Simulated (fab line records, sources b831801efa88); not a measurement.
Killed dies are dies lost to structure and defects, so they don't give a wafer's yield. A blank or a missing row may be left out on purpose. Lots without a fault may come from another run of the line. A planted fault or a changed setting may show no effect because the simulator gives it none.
One fault seen from 2 desks | flow gf180mcu | each desk has only its own numbers; what lay behind them comes last

THE METROLOGY DESK
What the gauges read, lot by lot, whatever tool the lot ran on: means of the sampled wafers that have a number. A lot is out of limits, marked OUT, if its mean lies more than 4 standard deviations from the usual mean; the brackets give that distance.
Columns: A = cd_nm at GF_POLY_GATE_CD_MEAS_10, usual 279.8 nm
lot  | first seen here | A
L988 | day 9 01:38     | 279.4
L989 | day 9 12:46     | 278.4
L990 | day 9 18:12     | 281.1
L993 | day 10 16:58    | 278.6
L102 | day 13 08:20    | 279.8
L103 | day 13 18:43    | 278.9
L104 | day 13 23:09    | 280.0
L105 | day 14 09:52    | 279.8
L106 | day 14 13:38    | 280.1
L107 | day 14 23:31    | 279.5
L108 | day 15 05:19    | 277.1
L110 | day 15 15:49    | 279.8
L111 | day 16 02:58    | 279.7
This desk's finding: nothing out of limits on any of the 13 lots.

THE TOOL OWNER'S DESK: litho_track-02
The tool's own readings at GF_HV_LDD_SOFTBAKE_27 (time 60 s): means of the sampled wafers that have a number, for each lot that ran on this tool. A lot is out of limits, marked OUT, if its mean lies more than 4 standard deviations from the usual mean; the brackets give that distance.
Columns: A = run_length_s at GF_HV_LDD_SOFTBAKE_27, usual 89.03 s
lot  | first seen here | A
L990 | day 11 19:15    | 88.88
L993 | day 12 19:13    | 92.02 (+21) OUT
L103 | day 16 02:38    | 88.92
L106 | day 16 23:32    | 88.90
L108 | day 17 15:46    | 88.93
L110 | day 18 03:16    | 89.05
L111 | day 18 15:47    | 88.92
This desk's finding: out of limits on L993; first on L993, day 12 19:13 (run_length_s at GF_HV_LDD_SOFTBAKE_27). In limits: L990, L103, L106, L108, L110, L111.

PUT TOGETHER
The tool owner's desk could have raised an alarm at day 12 19:13, on L993.
The metrology desk saw nothing out of limits.
The metrology desk has L993 on record, within its limits.
Of the lots named, all ran GF_HV_LDD_SOFTBAKE_27 on litho_track-02.

WHAT THE SIMULATOR HAD PUT IN
Process parameter drift: litho_track-02, from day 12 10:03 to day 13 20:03, at GF_HV_LDD_SOFTBAKE_27. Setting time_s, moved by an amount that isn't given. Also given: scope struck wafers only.
Lots struck among those shown: L993.
Hours from the fault's start to each desk's first reading out of limits: the tool owner's desk, 9.
